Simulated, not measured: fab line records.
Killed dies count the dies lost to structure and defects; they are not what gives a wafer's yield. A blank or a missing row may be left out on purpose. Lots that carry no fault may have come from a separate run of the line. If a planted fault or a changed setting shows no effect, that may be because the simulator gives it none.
Which of the tools did it? | flow gf180mcu | 24 lots with 72 wafers sampled at 4 steps, on a route of 602 steps

## WHAT THE GAUGES READ, wafer by wafer
GF_V2_RS_MEAS_24: the measuring method here is four-point-probe.
lot  | measured     | on            | V2_W_RS (ohm/sq)
L074 | day 20 11:40 | film-metro-04 | 0.321 0.326 0.325
L075 | day 20 19:56 | film-metro-02 | 0.333 0.336 0.336
L076 | day 21 00:52 | film-metro-04 | 0.326 0.321 0.327
L077 | day 21 09:37 | film-metro-02 | 0.332 0.327 0.327
L078 | day 21 21:55 | film-metro-02 | 0.331 0.333 0.331
L079 | day 22 03:23 | film-metro-04 | 0.327 0.325 0.323
L080 | day 22 11:25 | film-metro-04 | 0.324 0.321 0.329
L081 | day 23 01:22 | film-metro-02 | 0.330 0.327 0.331
L082 | day 23 09:30 | film-metro-02 | 0.326 0.329 0.332
L083 | day 23 14:11 | film-metro-03 | 0.320 0.321 0.322
L084 | day 24 06:46 | film-metro-04 | 0.317 0.315 0.317
L085 | day 24 12:49 | film-metro-02 | 0.322 0.326 0.326
L086 | day 24 20:50 | film-metro-03 | 0.324 0.323 0.323
L087 | day 25 03:18 | film-metro-02 | 0.320 0.318 0.319
L088 | day 25 12:13 | film-metro-02 | 0.323 0.326 0.322
L089 | day 25 19:20 | film-metro-04 | 0.332 0.335 0.335
L090 | day 25 23:38 | film-metro-04 | 0.335 0.328 0.334
L091 | day 26 08:18 | film-metro-04 | 0.317 0.319 0.318
L092 | day 26 16:34 | film-metro-03 | 0.328 0.330 0.328
L093 | day 26 22:01 | film-metro-04 | 0.325 0.324 0.323
L094 | day 27 10:12 | film-metro-03 | 0.328 0.321 0.326
L095 | day 27 14:58 | film-metro-04 | 0.335 0.333 0.335
L096 | day 28 03:16 | film-metro-03 | 0.333 0.329 0.334
L097 | day 28 10:22 | film-metro-02 | 0.331 0.331 0.333

GF_V3_CD_MEAS_14: target cd 260 nm.
lot  | measured     | on        | cd-nm (nm)
L074 | day 22 13:56 | cd-sem-01 | 258.9 256.8 256.8
L075 | day 22 20:52 | cd-sem-01 | 257.8 258.2 258.2
L076 | day 23 02:08 | cd-sem-02 | 258.2 260.2 259.2
L077 | day 23 09:50 | cd-sem-02 | 259.7 260.6 260.2
L078 | day 23 21:28 | cd-sem-02 | 259.9 261.0 259.5
L079 | day 24 03:25 | cd-sem-02 | 259.9 257.9 257.8
L080 | day 24 10:35 | cd-sem-02 | 259.3 260.0 260.5
L081 | day 25 00:20 | cd-sem-02 | 259.4 260.8 260.9
L082 | day 25 06:29 | cd-sem-02 | 259.4 258.6 258.3
L083 | day 25 12:50 | cd-sem-01 | 259.4 259.6 259.3
L084 | day 26 05:05 | cd-sem-02 | 261.2 261.7 261.1
L085 | day 26 10:08 | cd-sem-01 | 260.5 260.7 260.4
L086 | day 26 17:31 | cd-sem-01 | 260.1 259.8 258.9
L087 | day 26 23:11 | cd-sem-02 | 259.2 258.2 258.8
L088 | day 27 07:46 | cd-sem-02 | 260.3 260.5 260.6
L089 | day 27 14:24 | cd-sem-02 | 259.9 259.3 260.1
L090 | day 27 19:02 | cd-sem-01 | 259.1 257.7 257.7
L091 | day 28 03:46 | cd-sem-02 | 258.4 258.0 258.3
L092 | day 28 10:04 | cd-sem-01 | 260.9 263.1 260.9
L093 | day 28 14:52 | cd-sem-02 | 258.1 257.5 258.5
L094 | day 29 03:36 | cd-sem-02 | 259.6 260.2 259.7
L095 | day 29 07:53 | cd-sem-02 | 260.0 260.4 261.0
L096 | day 29 18:49 | cd-sem-02 | 258.1 258.5 258.5
L097 | day 30 01:41 | cd-sem-02 | 261.6 259.0 260.7

## WHAT TOOL EACH LOT RAN ON (gives the tool, then ch and the chambers of the sampled wafers, and finally the start)
lot  | GF_M2_METAL_ETCH_16               | GF_V2_CMP_04
L074 | rie-metal-01 ch 1, day 19 09:15   | cmp-02 ch 2,3, day 19 10:09
L075 | rie-metal-01 ch 0,1, day 19 17:48 | cmp-02 ch 0,1,2, day 19 18:42
L076 | rie-metal-02 ch 0,1, day 19 22:09 | cmp-01 ch 0,1,2, day 19 23:09
L077 | rie-metal-02 ch 0,1, day 20 06:43 | cmp-02 ch 0,1, day 20 07:39
L078 | rie-metal-04 ch 0,1, day 20 19:54 | cmp-02 ch 0,1,3, day 20 20:48
L079 | rie-metal-01 ch 0,1, day 21 00:54 | cmp-02 ch 2,3, day 21 01:48
L080 | rie-metal-02 ch 0,1, day 21 09:26 | cmp-02 ch 1,3, day 21 10:28
L081 | rie-metal-02 ch 0,1, day 21 23:29 | cmp-02 ch 1,2,3, day 22 00:44
L082 | rie-metal-04 ch 0,1, day 22 07:58 | cmp-01 ch 0,3, day 22 08:53
L083 | rie-metal-04 ch 0,1, day 22 13:08 | cmp-01 ch 0,1,2, day 22 14:08
L084 | rie-metal-01 ch 0,1, day 23 05:28 | cmp-02 ch 0,1, day 23 06:20
L085 | rie-metal-04 ch 0,1, day 23 12:21 | cmp-01 ch 0,2,3, day 23 13:24
L086 | rie-metal-01 ch 0,1, day 23 19:56 | cmp-02 ch 0,1,2, day 23 20:53
L087 | rie-metal-02 ch 0,1, day 24 02:02 | cmp-02 ch 1,2, day 24 02:59
L088 | rie-metal-04 ch 0,1, day 24 12:05 | cmp-02 ch 1,2, day 24 12:59
L089 | rie-metal-01 ch 0,1, day 24 19:36 | cmp-01 ch 0,2,3, day 24 20:33
L090 | rie-metal-01 ch 0,1, day 24 23:44 | cmp-01 ch 1,2,3, day 25 00:39
L091 | rie-metal-01 ch 0,1, day 25 08:40 | cmp-02 ch 0,1,2, day 25 09:37
L092 | rie-metal-04 ch 0,1, day 25 16:47 | cmp-01 ch 0,1,2, day 25 17:44
L093 | rie-metal-01 ch 0,1, day 25 22:32 | cmp-01 ch 1,2, day 25 23:28
L094 | rie-metal-02 ch 1, day 26 11:17   | cmp-02 ch 0,1,3, day 26 12:18
L095 | rie-metal-01 ch 0,1, day 26 16:56 | cmp-02 ch 0,3, day 26 17:48
L096 | rie-metal-02 ch 0, day 27 05:14   | cmp-02 ch 1,2, day 27 06:09
L097 | rie-metal-04 ch 0,1, day 27 12:11 | cmp-02 ch 0,2,3, day 27 13:07
- GF_M2_METAL_ETCH_16: etches the open film in Cl2/BCl3, stops on SiO2, target depth 627.5 nm, time 104.6 s.
- GF_V2_CMP_04: polishes SiO2.

## WHAT THE TOOLS THEMSELVES READ (means of the sampled wafers that have a number; where no wafer has one, the mark that the record gives instead)
GF_M2_METAL_ETCH_16.
lot  | tool         | drypump-motor-current-A (A) | oes-product-au (a.u.) | throttle-valve-pct (%)
L074 | rie-metal-01 | 6.2                         | 0.972                 | 28.257
L075 | rie-metal-01 | 6.2                         | 0.967                 | 28.269
L076 | rie-metal-02 | 5.7                         | 0.969                 | 28.255
L077 | rie-metal-02 | 6.0                         | 0.971                 | 28.245
L078 | rie-metal-04 | 5.6                         | 0.964                 | 28.253
L079 | rie-metal-01 | 6.3                         | 0.970                 | 28.252
L080 | rie-metal-02 | 5.7                         | 0.976                 | 28.247
L081 | rie-metal-02 | 5.9                         | 0.978                 | 28.239
L082 | rie-metal-04 | 5.6                         | 0.974                 | 28.250
L083 | rie-metal-04 | 5.6                         | 0.966                 | 28.251
L084 | rie-metal-01 | 6.3                         | 0.970                 | 28.250
L085 | rie-metal-04 | 5.6                         | 0.977                 | 28.237
L086 | rie-metal-01 | 6.3                         | 0.979                 | 28.256
L087 | rie-metal-02 | 5.7                         | 0.969                 | 28.255
L088 | rie-metal-04 | 5.6                         | 0.969                 | 28.254
L089 | rie-metal-01 | 6.3                         | 0.970                 | 28.246
L090 | rie-metal-01 | 6.2                         | 0.980                 | 28.238
L091 | rie-metal-01 | 6.3                         | 0.968                 | 28.257
L092 | rie-metal-04 | 5.6                         | 0.968                 | 28.259
L093 | rie-metal-01 | 6.2                         | 0.977                 | 28.246
L094 | rie-metal-02 | 6.2                         | 0.972                 | 28.251
L095 | rie-metal-01 | 6.3                         | 0.974                 | 28.250
L096 | rie-metal-02 | 5.4                         | 0.975                 | 28.244
L097 | rie-metal-04 | 5.6                         | 0.977                 | 28.247

GF_V2_CMP_04.
lot  | tool   | motor-current-A (A) | slurry-filter-dp-kPa (kPa) | time-to-endpoint-s (s)
L074 | cmp-02 | 13.5                | 13.58                      | 85
L075 | cmp-02 | 13.2                | 13.42                      | 83
L076 | cmp-01 | 12.6                | 13.57                      | 76
L077 | cmp-02 | 13.0                | 13.47                      | 76
L078 | cmp-02 | 13.0                | 13.54                      | 86
L079 | cmp-02 | 13.3                | 13.29                      | 84
L080 | cmp-02 | 13.1                | 13.59                      | 83
L081 | cmp-02 | 13.5                | 13.57                      | 83
L082 | cmp-01 | 12.2                | 13.64                      | 82
L083 | cmp-01 | 12.1                | 13.48                      | 82
L084 | cmp-02 | 12.9                | 13.63                      | 81
L085 | cmp-01 | 12.6                | 13.57                      | 82
L086 | cmp-02 | 13.4                | 13.54                      | 78
L087 | cmp-02 | 14.2                | 13.61                      | 78
L088 | cmp-02 | 13.6                | 13.45                      | 80
L089 | cmp-01 | 12.1                | 13.49                      | 79
L090 | cmp-01 | 13.6                | 13.49                      | 82
L091 | cmp-02 | 13.2                | 13.62                      | 70
L092 | cmp-01 | 12.3                | 13.49                      | 82
L093 | cmp-01 | 13.4                | 13.52                      | 70
L094 | cmp-02 | 13.1                | 13.32                      | 76
L095 | cmp-02 | 12.0                | 13.55                      | 84
L096 | cmp-02 | 13.8                | 13.32                      | 75
L097 | cmp-02 | 13.0                | 13.47                      | 82

## THE ANSWER, worked out from the rows above alone
Rule: usual is defined by the lots themselves. Put in order of their means at a reading, lots are off if they are a third of the lots or fewer, leave a main group of 4 or more, and stand apart from it by a gap of 3 or more times the standard deviation of the main group's means; of several such gaps the widest counts. A main group is skipped when, at the precision printed for the reading in the tables above, its means are all equal. A lot without any number at a reading at which 4 lots or more have one is off too. The other lots that the step has rows for count as sound. First the gauges in route order, then the tools' own readings, where a lot's mean is used as printed above. The first step at which some lot is off is used, and at that step the reading that is off furthest; a lot without a number counts as furthest.
Across all readings shown, no lot is off: no conclusion can be drawn from this.

## WHAT THE SIMULATOR HAD INSERTED
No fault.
